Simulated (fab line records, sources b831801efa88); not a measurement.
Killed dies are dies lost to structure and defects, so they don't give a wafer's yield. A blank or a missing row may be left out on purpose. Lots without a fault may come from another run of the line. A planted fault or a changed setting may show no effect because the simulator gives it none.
Problem report in the 8D (eight disciplines) form, filled by code | flow gf180mcu | the parts of the form that need people (team, actions taken, sign-off) are left out

1. THE PROBLEM
STI_CVD_03_THK at GF_STI_THK_MEAS_04 reads a mean of 384.2 nm on 3 wafers of 1 lot; wafers without a fault read 206.8 nm with a standard deviation of 2. That is +89 standard deviations from the usual mean.
First seen on wafer L684.2, day 3 21:42, on film_metro-03. The record holds 33 wafers of 11 lots with a number at this step. Rule for "out", or "out of limits": more than 4 standard deviations from the usual mean. The other wafers with a number count as sound.

2. WHAT IT IS AND WHAT IT IS NOT
question                    | is                     | is not
which readings at this step | STI_CVD_03_THK         | -
which lots                  | L684                   | L674, L676, L678, L679, L680, L682, L692, L693, L695, L696
which wafers of those lots  | all that have a number | -
read on which gauges        | film_metro-03          | film_metro-01
when                        | from day 3 21:42       | up to then (18 sound wafers); but 12 sound wafers of L692, L693, L695, L696 came after

3. SUSPECTS, AND WHAT RULES EACH OUT
Counting: a tool at a process step up to the reading stays a suspect if it ran every lot that is out and no sound lot after the first of them.
- the gauge at GF_STI_THK_MEAS_04: kept. All the wafers that are out were read on film_metro-03, and no step on other tools shows them out.
- lpcvd-01 at GF_STI_CVD_03 (deposits Si3N4 from DCS/NH3, target thk 207.16 nm, time 3551 s): kept. It ran the lot that is out, L684 (day 3 18:43), and no sound lot after that; its last sound lot up to then is L680 (day 2 22:34).
Left after counting: lpcvd-01 at GF_STI_CVD_03, film_metro-03 at GF_STI_THK_MEAS_04.

4. THE CAUSE (what the simulator had put in)
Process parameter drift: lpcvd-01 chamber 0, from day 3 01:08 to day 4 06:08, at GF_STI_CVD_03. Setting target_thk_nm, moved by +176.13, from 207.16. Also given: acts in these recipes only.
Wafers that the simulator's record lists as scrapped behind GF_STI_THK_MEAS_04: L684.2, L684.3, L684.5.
Counting left 2 suspects, and this tool is among them.

5. THE CHAIN OF EFFECTS, in route order
Each row: a reading whose mean over the struck wafers that have a number lies more than 3 standard deviations from the usual. Only readings for which the record gives a usual standard deviation are gone through. hours: the time from each lot's start at the first step in this table that gives one to its start at this step, as a median over the lots. sigmas: the change in usual standard deviations.
hours | step               | reading        | usual    | on struck wafers | change | sigmas
0     | GF_STI_THK_MEAS_04 | STI_CVD_03_THK | 206.8 nm | 384.2            | +177.4 | +89

6. WHAT WOULD HAVE CAUGHT IT SOONER
In this record the first reading out of limits at a measuring or inspecting step was taken at day 3 21:42, 21 hours after the fault began at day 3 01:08.
Of the tool readings at GF_STI_CVD_03 for which the record gives a usual standard deviation, none was out on any struck wafer, so an alarm limit of 4 standard deviations on them would not have fired.
All the lots that are out (1) had begun GF_STI_CVD_03 on lpcvd-01 by day 3 21:42. A hold on the tool at that time would have spared none of them.
